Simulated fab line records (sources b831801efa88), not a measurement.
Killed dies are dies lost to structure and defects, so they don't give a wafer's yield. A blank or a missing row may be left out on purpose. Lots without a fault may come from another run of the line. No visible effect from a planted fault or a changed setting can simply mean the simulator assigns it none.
Problem report in the 8D (eight disciplines) form, filled by code | flow sky130 | the parts of the form that need people (team, actions taken, sign-off) are left out

## 1. THE ISSUE
Across 6 wafers from 2 lots, VT_ADJUST_HVTP_TW at SKY_VT_ADJUST_HVTP_TW_MEAS_11 averages 30, while fault-free wafers read 1362 with a standard deviation of 10. So: -99 or more standard deviations from the usual mean.
First seen on wafer L176.4, day 7 08:52, on film-metro-04. Wafers with a number at this step in the record: 42, from 14 lots. By rule, "out" or "out of limits" means more than 4 standard deviations away from the usual mean. The other wafers with a number count as sound.

## 2. WHAT IT IS, AND WHAT IT ISN'T
question                    | is                           | is not
which readings at this step | VT_ADJUST_HVTP_TW            | -
which lots                  | L176, L177                   | L172, L174, L175, L179, L184, L185, L186, L188, L189, L191, L192, L194
which wafers of those lots  | all that have a number       | -
read on which gauges        | film-metro-02, film-metro-04 | film-metro-01
when                        | from day 7 08:52             | up to then (9 sound wafers); but 27 sound wafers of L179, L184, L185, L186, L188, L189, L191, L192, L194 came after

## 3. WHAT RULES OUT EACH SUSPECT
Counting: a tool stays on the suspect list if, at a process step up to the reading, it processed all lots that are out and no sound lot following the first of them.
- ruled out: the gauge at SKY_VT_ADJUST_HVTP_TW_MEAS_11. 2 gauges (film-metro-02, film-metro-04) read the wafers that are out.
- plasma-asher-03 at SKY_NWELL_STRIP_25 (strips in O2/N2): ruled out as a lasting fault. The sound lots L185, L188 went through it after L176, its earliest lot that is out (day 6 13:15).
Left after counting: nothing in the record.

## 4. THE CAUSE (what the simulator had put in)
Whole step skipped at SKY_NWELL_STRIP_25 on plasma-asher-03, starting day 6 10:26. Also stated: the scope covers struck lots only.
The count ruled it out by mistake, since the rule takes a fault to strike every lot its tool runs from the start of the fault on, and this one did not do so.

## 5. THE CHAIN OF EFFECTS, in route order
Each row: a reading where the mean over the struck wafers with a number is more than 3 standard deviations away from the usual. Only readings for which the record gives a usual standard deviation are gone through. hours: the time from each lot's start at the first step in this table that gives one to its start at this step, as a median over the lots. sigmas: the change in usual standard deviations.
hours | step                          | reading                  | usual      | on struck wafers | change | sigmas
0     | SKY_VT_ADJUST_HVTP_STRIP_10   | oes-product-au           | 0.716 a.u. | 0.730            | +0.014 | +3.1
0     | SKY_VT_ADJUST_HVTP_STRIP_10   | strip-time-to-endpoint-s | 14.28 s    | 58.74            | +44.46 | +99 or more
0     | SKY_VT_ADJUST_HVTP_TW_MEAS_11 | VT_ADJUST_HVTP_TW        | 1362       | 30               | -1332  | -99 or more
Process steps it contains:
- SKY_VT_ADJUST_HVTP_STRIP_10: strips in O2/N2.
Readings that are blank on the struck wafers while sound wafers have them: chamber-pressure-mTorr at SKY_NWELL_STRIP_25; drypump-motor-current-A at SKY_NWELL_STRIP_25; oes-product-au at SKY_NWELL_STRIP_25; strip-time-to-endpoint-s at SKY_NWELL_STRIP_25.
Later steps that measure or inspect, where all struck wafers having a row at the step show a number for every such reading and not one has moved that far: SKY_LI_CONTACT_THK_MEAS_01, SKY_LI_CONTACT_BOW_MEAS_03.

## 6. HOW IT WOULD HAVE BEEN CAUGHT EARLIER
The first out-of-limits reading at a measuring or inspecting step in this record came at day 7 08:52, 22 hours after the fault's start at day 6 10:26.
At SKY_NWELL_STRIP_25 the tool's readings are blank on the struck wafers, where sound wafers have them: an empty tool record is the first sign, and it was there at once.
